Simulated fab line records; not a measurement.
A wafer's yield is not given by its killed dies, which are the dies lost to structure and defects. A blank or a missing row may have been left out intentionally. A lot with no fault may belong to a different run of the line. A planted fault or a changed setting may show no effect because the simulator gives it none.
Which tool is to blame? || flow gf180mcu || route of 602 steps, sampled at 1 step: 6 lots, 18 wafers

WHAT EACH GAUGE READ, for each wafer
GF_M5_CD_MEAS_07: target cd 280 nm.
{"lot": "L381", "measured": "day 26 10:23", "on": "cd sem-01", "cd nm (nm)": "279.6 279.9 280.4"}
{"lot": "L386", "measured": "day 28 07:45", "on": "cd sem-02", "cd nm (nm)": "280.2 280.7 281.0"}
{"lot": "L388", "measured": "day 28 17:19", "on": "cd sem-01", "cd nm (nm)": "281.2 280.9 281.0"}
{"lot": "L390", "measured": "day 29 14:56", "on": "cd sem-02", "cd nm (nm)": "279.2 280.4 280.5"}
{"lot": "L394", "measured": "day 30 14:10", "on": "cd sem-02", "cd nm (nm)": "282.3 282.6 282.1"}
{"lot": "L401", "measured": "day 32 09:19", "on": "cd sem-01", "cd nm (nm)": "279.3 279.0 278.8"}

TOOL THAT RAN EACH LOT (tool first, then ch and the chambers of the sampled wafers, then the start)
The record shows no process step preceding these readings.

THE ANSWER, worked out from the rows above alone
Rule: usual is defined by the lots themselves. Put in order of their means at a reading, lots are off if they are a third of the lots or fewer, leave a main group of 4 or more, and stand apart from it by a gap of 3 or more times the standard deviation of the main group's means; of several such gaps the widest counts. If all means in a main group match to the digits the tables above print for the reading, that group is not used. A lot without any number at a reading at which 4 lots or more have one is off too. All remaining lots with rows at the step are treated as sound.
None of the lots is off at any reading shown; this tells nothing.

WHAT HAD BEEN PUT IN BY THE SIMULATOR
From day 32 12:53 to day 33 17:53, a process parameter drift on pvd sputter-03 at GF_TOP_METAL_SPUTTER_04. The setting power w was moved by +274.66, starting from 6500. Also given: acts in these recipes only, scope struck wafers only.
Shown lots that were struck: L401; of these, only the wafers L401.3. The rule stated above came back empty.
